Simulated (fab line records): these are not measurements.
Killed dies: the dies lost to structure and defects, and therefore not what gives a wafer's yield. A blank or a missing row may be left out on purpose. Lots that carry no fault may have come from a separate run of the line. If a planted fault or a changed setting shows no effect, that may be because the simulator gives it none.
2 desks, one fault / flow gf180mcu / what lay behind the numbers comes last; until then each desk has only its own

== THE TOOL OWNER'S DESK: litho_track-03 ==
The tool's own readings at GF_V2_DEVELOP_13 (develop time 60 s): means of the sampled wafers that have a number, for each lot that ran on this tool. A lot is out of limits, marked OUT, if its mean lies more than 4 standard deviations from the usual mean; the brackets give that distance.
Columns: A = chill_plate_temp_C at GF_V2_DEVELOP_13, usual 23.02 C
lot=L726; first seen here=day 20 13:58; A=23.01
lot=L729; first seen here=day 21 20:25; A=23.14
lot=L735; first seen here=day 24 08:04; A=23.02
lot=L736; first seen here=day 24 14:16; A=23.08
lot=L737; first seen here=day 24 19:56; A=23.07
lot=L746; first seen here=day 27 12:02; A=22.99
Finding of this desk: none of the 6 lots has anything out of limits.

== FROM THE METROLOGY DESK ==
Means of the sampled wafers that have a number, per lot and without regard to the tool the lot ran on: this is what the gauges read. A lot is out of limits, marked OUT, if its mean lies more than 4 standard deviations from the usual mean; the brackets give that distance.
Columns: A = M2_ALCU_THK at GF_M2_THK_MEAS_06, usual 451 nm
lot=L725; first seen here=day 18 05:16; A=451
lot=L726; first seen here=day 18 12:05; A=460
lot=L728; first seen here=day 19 10:45; A=451
lot=L729; first seen here=day 19 19:16; A=441
lot=L735; first seen here=day 22 09:07; A=449
lot=L736; first seen here=day 22 15:28; A=456
lot=L737; first seen here=day 22 21:27; A=446
lot=L738; first seen here=day 23 03:58; A=460
lot=L739; first seen here=day 23 14:17; A=444
lot=L741; first seen here=day 24 03:11; A=448
lot=L742; first seen here=day 24 12:39; A=450
lot=L743; first seen here=day 24 19:44; A=448
lot=L746; first seen here=day 25 17:29; A=454
lot=L748; first seen here=day 26 06:51; A=449
Finding of this desk: none of the 14 lots has anything out of limits.

== TAKEN TOGETHER ==
Nothing out of limits was seen by the tool owner's desk.
Nothing out of limits was seen by the metrology desk.

== WHAT THE SIMULATOR PUT IN ==
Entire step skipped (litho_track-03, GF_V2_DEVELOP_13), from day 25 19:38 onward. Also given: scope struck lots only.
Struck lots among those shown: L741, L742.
